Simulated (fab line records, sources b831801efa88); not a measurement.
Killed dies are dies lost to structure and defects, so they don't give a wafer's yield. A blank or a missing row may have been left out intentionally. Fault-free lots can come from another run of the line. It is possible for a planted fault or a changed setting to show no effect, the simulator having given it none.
Struck lot and sound lot, side by side | flow sky130 | 17 steps out of a route of 708
Sound: the wafers L423.1, L423.2, L423.5. Wafers struck: L415.4, L415.5, L415.6. The cause is given at the end.
For every step that has rows: the tool of each side, followed by ch and its chambers, followed by its first start. Under that, the readings that differ: sound wafers | struck wafers | difference of the means | sigmas: that difference in standard deviations of wafers without a fault.
alike: words and numbers the same on both sides, and readings whose means are apart by under 2 such deviations; not compared: readings that were withheld, readings missing a value for some wafer, numbers with overlapping values and no deviation given by the record, and bounds like >300 which may hide the same value.
A row with sigmas, a row that says differs or no value, or rows on one side alone: a step with any of these is where the two part. Non-overlapping numbers with no deviation appear without sigmas and do not part them. A reading missing from all wafers of one side parts the sides only when that side holds two or more wafers.

first, 1 step without rows for these wafers: SKY_LDD_N_IMPLANT_15.
SKY_LDD_N_STRIP_16: strips in O2/N2.
  sound on plasma asher-03 ch 0,1, day 25 00:29; struck on plasma asher-02 ch 0,1, day 21 18:51
  alike: drypump motor current A, oes product au, strip time to endpoint s
  not compared: rf hours counter h
SKY_LDD_N_TW_MEAS_17:
  sound: film metro-01 at day 25 00:35; struck: film metro-03 at day 21 18:56
  reading  | sound          | struck         | difference | sigmas
  LDD_N_TW | 2617 2604 2621 | 2572 2580 2573 | -39        | -2
then, 3 steps without rows for these wafers: SKY_LDD_P_DEHYDRATE_00 (time 60 s); SKY_LDD_P_HMDS_01 (prime time 60 s); SKY_LDD_P_COAT_02 (resist thk 1140 nm).
SKY_LDD_P_SOFTBAKE_03: time 61.51 s.
  sound on litho track-03 ch 0, day 25 15:54; struck on litho track-03 ch 0, day 22 09:28
  alike: plate sensor t centre C, plate sensor t edge C
then, 3 steps without rows for these wafers: SKY_LDD_P_EXPOSE_04 (exposes mask PSDM, target cd 380 nm); SKY_LDD_P_PEB_05; SKY_LDD_P_DEVELOP_06 (develop time 60 s).
SKY_LDD_P_CD_MEAS_07 targets a cd of 380 nm.
  sound: cd sem-02 at day 26 06:41; struck: cd sem-01 at day 23 00:13
  alike: cd nm
SKY_LDD_P_OVL_MEAS_08:
  sound: overlay-02 at day 26 06:48; struck: overlay-01 at day 23 00:17
  alike: LDD_P_OVL
SKY_LDD_P_IMPLANT_09:
  sound on implanter-02 ch 0, day 26 06:50; struck on implanter-04 ch 0, day 23 00:23
  reading            | sound                         | struck                           | difference  | sigmas
  dose ions cm2      | 1.0009e+13 1.001e+13 9.98e+12 | 1.4348e+13 1.4302e+13 1.4319e+13 | +4.3233e+12 | +99 or more
  faraday current uA | 55.6 54.7 58.3                | 82.7 83.2 78.5                   | +25.3       | +21
  alike: beam energy keV
SKY_LDD_P_STRIP_10: strips in O2/N2.
  sound on plasma asher-04 ch 0,1, day 26 06:59; struck on plasma asher-03 ch 0,1, day 23 00:29
  alike: drypump motor current A, oes product au, strip time to endpoint s
  not compared: rf hours counter h
SKY_LDD_P_TW_MEAS_11:
  sound: film metro-03 at day 26 07:05; struck: film metro-03 at day 23 00:35
  reading  | sound       | struck      | difference | sigmas
  LDD_P_TW | 635 633 633 | 711 705 709 | +75        | +17
then, 1 step without rows for these wafers: SKY_LDD_HVN_DEHYDRATE_00 (time 60 s).
-- here the record skips 25 days between the struck wafers' starts before and after, leaving off in module LDD_HVN and picking up in module PAD_OPEN (first step shown: number 708 of the route) --
SKY_PAD_OPEN_PROBE_99:
  sound: prober-01 at day 50 08:06; struck: prober-01 at day 48 11:19
  reading                                  | sound                | struck               | difference | sigmas
  model.etest.tip p.rs ohm sq              | 6831 6862 6838       | 5100 5127 5113       | -1730      |
  model.etest.pfet_01v8.r on ohm um        | 3013 2948 2894       | 2750 2754 2821       | -177       |
  model.etest.pfet_01v8.drive ua um        | 184.9 188 191.1      | 205 205.8 200.6      | +16        |
  model.etest.sram pfet latch.drive ua um  | 133.7 141.1 136.3    | 149.2 151.9 150.4    | +13.5      |
  model.etest.pfet_01v8_hvt.drive ua um    | 137.2 140.1 143.6    | 150.4 150.9 149.2    | +9.9       |
  model.etest.pfet_01v8_lvt.drive ua um    | 169.7 171.1 173.7    | 178.6 179.5 176.2    | +6.6       |
  model.etest.pfet_01v8.off log10 a um     | -9.995 -9.768 -9.847 | -8.875 -8.643 -9.094 | +0.999     |
  model.etest.pfet_01v8_hvt.off log10 a um | -13.21 -13.09 -13.16 | -12.65 -12.67 -12.61 | +0.51      |
  alike: killed_at_M0_to_M3, killed_at_M4_up, killed at contacts, killed at front end, killed at other, killed dies, killed open, killed short

== WHERE THEY PART ==
Last at SKY_LDD_P_TW_MEAS_11 as far as this record goes, first at SKY_LDD_N_TW_MEAS_17. Later steps at which nothing parts them and some readings are alike: SKY_PAD_OPEN_PROBE_99.

WHY: what the simulator had put in
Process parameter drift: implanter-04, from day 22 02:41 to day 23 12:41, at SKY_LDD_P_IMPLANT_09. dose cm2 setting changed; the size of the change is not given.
